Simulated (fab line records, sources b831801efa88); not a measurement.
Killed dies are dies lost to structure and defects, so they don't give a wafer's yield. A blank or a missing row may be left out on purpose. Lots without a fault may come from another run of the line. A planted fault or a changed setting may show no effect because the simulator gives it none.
Problem report in the 8D (eight disciplines) form, filled by code | flow sky130 | the parts of the form that need people (team, actions taken, sign-off) are left out

1. THE PROBLEM
oes_product_au at SKY_METAL1_METAL_ETCH_19 reads a mean of 0.689 a.u. on 6 wafers of 2 lots; wafers without a fault read 0.855 a.u. with a standard deviation of 0.0058. That is -29 standard deviations from the usual mean.
The step: etches the open film in Cl2/BCl3, stops on SiO2, target depth 360 nm, time 78 s.
First seen on wafer L176.1, day 35 06:58, on rie_metal-02. The record holds 30 wafers of 10 lots with a number at this step. Rule for "out", or "out of limits": more than 4 standard deviations from the usual mean. The other wafers with a number count as sound.

2. WHAT IT IS AND WHAT IT IS NOT
question                    | is                     | is not
which readings at this step | oes_product_au         | drypump_motor_current_A, throttle_valve_pct
which lots                  | L176, L181             | L187, L188, L189, L190, L191, L192, L193, L194
which wafers of those lots  | all that have a number | -
read on which tools         | rie_metal-02           | rie_metal-03, rie_metal-04
when                        | from day 35 06:58      | up to then (0 sound wafers); but 24 sound wafers of L187, L188, L189, L190, L191, L192, L193, L194 came after

3. SUSPECTS, AND WHAT RULES EACH OUT
Counting: a tool at a process step up to the reading stays a suspect if it ran every lot that is out and no sound lot after the first of them.
- rie_metal-02 at SKY_METAL1_METAL_ETCH_19 (etches the open film in Cl2/BCl3, stops on SiO2, target depth 360 nm, time 78 s): ruled out as a lasting fault. Sound lots L188, L189, L190, L192, L194 ran on it after its first lot that is out, L176 (day 35 06:58).
Left after counting: nothing in the record.

4. THE CAUSE (what the simulator had put in)
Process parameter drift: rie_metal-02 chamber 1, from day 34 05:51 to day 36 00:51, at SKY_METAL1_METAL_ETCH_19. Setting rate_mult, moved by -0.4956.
Counting ruled it out, wrongly.

5. THE CHAIN OF EFFECTS, in route order
Each row: a reading whose mean over the struck wafers that have a number lies more than 3 standard deviations from the usual. Only readings for which the record gives a usual standard deviation are gone through. hours: the time from each lot's start at the first step in this table that gives one to its start at this step, as a median over the lots. sigmas: the change in usual standard deviations.
hours | step                     | reading                  | usual      | on struck wafers | change | sigmas
0     | SKY_METAL1_METAL_ETCH_19 | oes_product_au           | 0.855 a.u. | 0.689            | -0.166 | -29
0     | SKY_METAL1_STRIP_20      | oes_product_au           | 0.344 a.u. | 0.396            | +0.052 | +12
0     | SKY_METAL1_STRIP_20      | strip_time_to_endpoint_s | 2.71 s     | 3.98             | +1.27  | +36
296   | SKY_PAD_OPEN_PROBE_99    | defect_limited_yield     | 82.5 %     | 0.0              | -82.5  | -43
296   | SKY_PAD_OPEN_PROBE_99    | killed_at_M0_to_M3       | 44         | 447              | +403   | +63
296   | SKY_PAD_OPEN_PROBE_99    | killed_dies              | 86         | 492              | +406   | +43
296   | SKY_PAD_OPEN_PROBE_99    | killed_on_rim            | 17         | 96               | +79    | +20
296   | SKY_PAD_OPEN_PROBE_99    | sort_bin_5_function      | 10.5 %     | 92.8             | +82.3  | +51
296   | SKY_PAD_OPEN_PROBE_99    | sort_n_pass              | 406        | 0                | -406   | -43
296   | SKY_PAD_OPEN_PROBE_99    | sort_yield_pct           | 82.5 %     | 0.0              | -82.5  | -43
The process steps in it:
- SKY_METAL1_METAL_ETCH_19: etches the open film in Cl2/BCl3, stops on SiO2, target depth 360 nm, time 78 s.
- SKY_METAL1_STRIP_20: strips in O2/N2.
- SKY_PAD_OPEN_PROBE_99

6. WHAT WOULD HAVE CAUGHT IT SOONER
In this record the first reading out of limits was taken at day 35 06:58, 25 hours after the fault began at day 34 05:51.
